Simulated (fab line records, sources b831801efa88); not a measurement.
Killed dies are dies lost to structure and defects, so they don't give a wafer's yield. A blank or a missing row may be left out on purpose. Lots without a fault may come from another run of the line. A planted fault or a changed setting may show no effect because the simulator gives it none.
Chamber matching | flow sky130 | SKY_CONTACT_ETCH_17 on rie_diel-02: 4 sister chambers
The step etches SiO2 in C4F8/O2/Ar, stops on Si3N4, target depth 340 nm. 8 wafers are shown with their chamber, then 9 later ones without.

WAFERS WITH THEIR CHAMBER
wafer  | chamber | oes_product_au (a.u.)
L075.5 | 3       | 0.886
L075.6 | 0       | 0.894
L086.3 | 2       | 0.889
L088.1 | 0       | 0.894
L088.5 | 1       | 0.891
L095.1 | 3       | 0.887
L095.2 | 1       | 0.891
L095.3 | 2       | 0.876

WAFERS WITHOUT THEIR CHAMBER
wafer  | oes_product_au (a.u.)
L095.4 | 0.902
L095.5 | 0.894
L095.6 | 0.889
L096.1 | 0.890
L096.2 | 0.894
L096.3 | 0.896
L096.4 | 0.887
L096.5 | 0.891
L096.6 | 0.890

WHICH CHAMBER EACH WENT THROUGH
wafer  | from the rows above               | in truth
L095.4 | can't be placed: 0 or 1 or 3      | 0
L095.5 | can't be placed: 0 or 1 or 3      | 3
L095.6 | can't be placed: 1 or 3 or 0 or 2 | 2
L096.1 | can't be placed: 1 or 3 or 0 or 2 | 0
L096.2 | can't be placed: 0 or 1 or 3      | 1
L096.3 | can't be placed: 0 or 1 or 3      | 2
L096.4 | can't be placed: 3 or 1 or 2 or 0 | 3
L096.5 | can't be placed: 1 or 0 or 3 or 2 | 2
L096.6 | can't be placed: 1 or 3 or 0 or 2 | 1
Placed correctly: 0 of 9. Can't be placed from these rows: 9 (the true chamber is among the candidates in 8). Placed wrongly: 0.
How it was worked out, from the rows above alone: a wafer's distance from a chamber is the root of the sum, over the readings, of the square of ((its reading less the chamber's mean) divided by the reading's scatter). The wafer belongs to the nearest chamber; if the next one is less than 2 further off, it can't be placed. A chamber's mean is the mean of its shown wafers. The scatter: the root of (the sum of the squares of (reading less its chamber's mean) over the shown wafers, divided by (wafers less chambers)).
